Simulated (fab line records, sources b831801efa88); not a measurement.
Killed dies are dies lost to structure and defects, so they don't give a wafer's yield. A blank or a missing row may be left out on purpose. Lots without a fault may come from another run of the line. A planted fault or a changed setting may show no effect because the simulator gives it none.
Tool commonality check | flow sky130 | 13 lots, 39 wafers sampled

WHY IT WAS OPENED
At SKY_VT_ADJUST_PCH_TW_MEAS_10 the reading VT_ADJUST_PCH_TW is flagged on 2 of 13 lots. Wafers without a fault read 143.2, standard deviation 0.74.
Rule: a lot is flagged when every wafer of it that has a number lies more than 4 standard deviations from that mean, or none has a number. The other lots count as sound.

lot  | measured     | on            | VT_ADJUST_PCH_TW, wafer by wafer | flag
L497 | day 10 15:57 | film_metro-03 | 143.5 143.2 143.2                |
L498 | day 11 02:20 | film_metro-03 | 142.1 142.7 142.7                |
L499 | day 11 12:29 | film_metro-02 | 143.2 143.2 143.8                |
L501 | day 11 22:20 | film_metro-04 | 143.9 143.4 143.3                |
L502 | day 12 10:33 | film_metro-02 | 144.4 143.6 143.2                |
L503 | day 12 13:26 | film_metro-02 | 83.3 83.3 82.8                   | FLAGGED
L504 | day 12 20:02 | film_metro-04 | 83.4 84.1 82.9                   | FLAGGED
L512 | day 15 05:14 | film_metro-03 | 143.0 143.3 142.6                |
L513 | day 15 14:02 | film_metro-04 | 143.4 143.7 143.4                |
L515 | day 16 02:15 | film_metro-02 | 142.5 142.2 142.1                |
L517 | day 16 22:05 | film_metro-02 | 142.0 142.3 142.6                |
L519 | day 17 09:59 | film_metro-04 | 142.2 142.7 143.5                |
L520 | day 17 19:29 | film_metro-03 | 142.1 141.4 141.9                |
The numbers of the flagged lots are 83.3 on average: -59.9 against the usual, or -81 standard deviations.

WHICH TOOL RAN EACH LOT
The record holds 1 process step before the reading, out of a route of 708 steps. In each cell: the tool, then ch and the chambers that the sampled wafers went through, then the start.
lot  | flag    | SKY_VT_ADJUST_PCH_IMPLANT_08
L497 |         | implanter-01 ch 0, day 10 15:43
L498 |         | implanter-02 ch 0, day 11 02:05
L499 |         | implanter-01 ch 0, day 11 12:14
L501 |         | implanter-02 ch 0, day 11 22:07
L502 |         | implanter-03 ch 0, day 12 10:20
L503 | FLAGGED | implanter-03 ch 0, day 12 13:11
L504 | FLAGGED | implanter-03 ch 0, day 12 19:49
L512 |         | implanter-01 ch 0, day 15 04:59
L513 |         | implanter-02 ch 0, day 15 13:48
L515 |         | implanter-02 ch 0, day 16 02:01
L517 |         | implanter-02 ch 0, day 16 21:50
L519 |         | implanter-01 ch 0, day 17 09:44
L520 |         | implanter-03 ch 0, day 17 19:14
What these steps do:
- SKY_VT_ADJUST_PCH_IMPLANT_08
- SKY_VT_ADJUST_PCH_TW_MEAS_10

FLAGGED OVER TOTAL, TOOL BY TOOL (the gauges that took the reading come last)
step                         | tool          | lots run | flagged | share of the flagged lots | sound lots run after its first flagged lot
SKY_VT_ADJUST_PCH_IMPLANT_08 | implanter-01  | 4        | 0       | none                      | -
SKY_VT_ADJUST_PCH_IMPLANT_08 | implanter-02  | 5        | 0       | none                      | -
SKY_VT_ADJUST_PCH_IMPLANT_08 | implanter-03  | 4        | 2       | all                       | 1 (L520)
SKY_VT_ADJUST_PCH_TW_MEAS_10 | film_metro-02 | 5        | 1       | some                      | 2 (L515,L517)
SKY_VT_ADJUST_PCH_TW_MEAS_10 | film_metro-03 | 4        | 0       | none                      | -
SKY_VT_ADJUST_PCH_TW_MEAS_10 | film_metro-04 | 4        | 1       | some                      | 2 (L513,L519)

WHAT THE TABLE ALLOWS
1 row of the table ran every flagged lot: implanter-03 at SKY_VT_ADJUST_PCH_IMPLANT_08.
- implanter-03 at SKY_VT_ADJUST_PCH_IMPLANT_08: 2 of its 4 lots flagged. Sound lots ran on it after the first flagged one (L520), which a lasting fault on the whole tool wouldn't allow. Its own readings lie more than 4 standard deviations out on every wafer of the flagged lots: dose_ions_cm2, faraday_current_uA.
No row of the table ran every flagged lot and no sound lot after the first.

WHAT THE SIMULATOR HAD PUT IN
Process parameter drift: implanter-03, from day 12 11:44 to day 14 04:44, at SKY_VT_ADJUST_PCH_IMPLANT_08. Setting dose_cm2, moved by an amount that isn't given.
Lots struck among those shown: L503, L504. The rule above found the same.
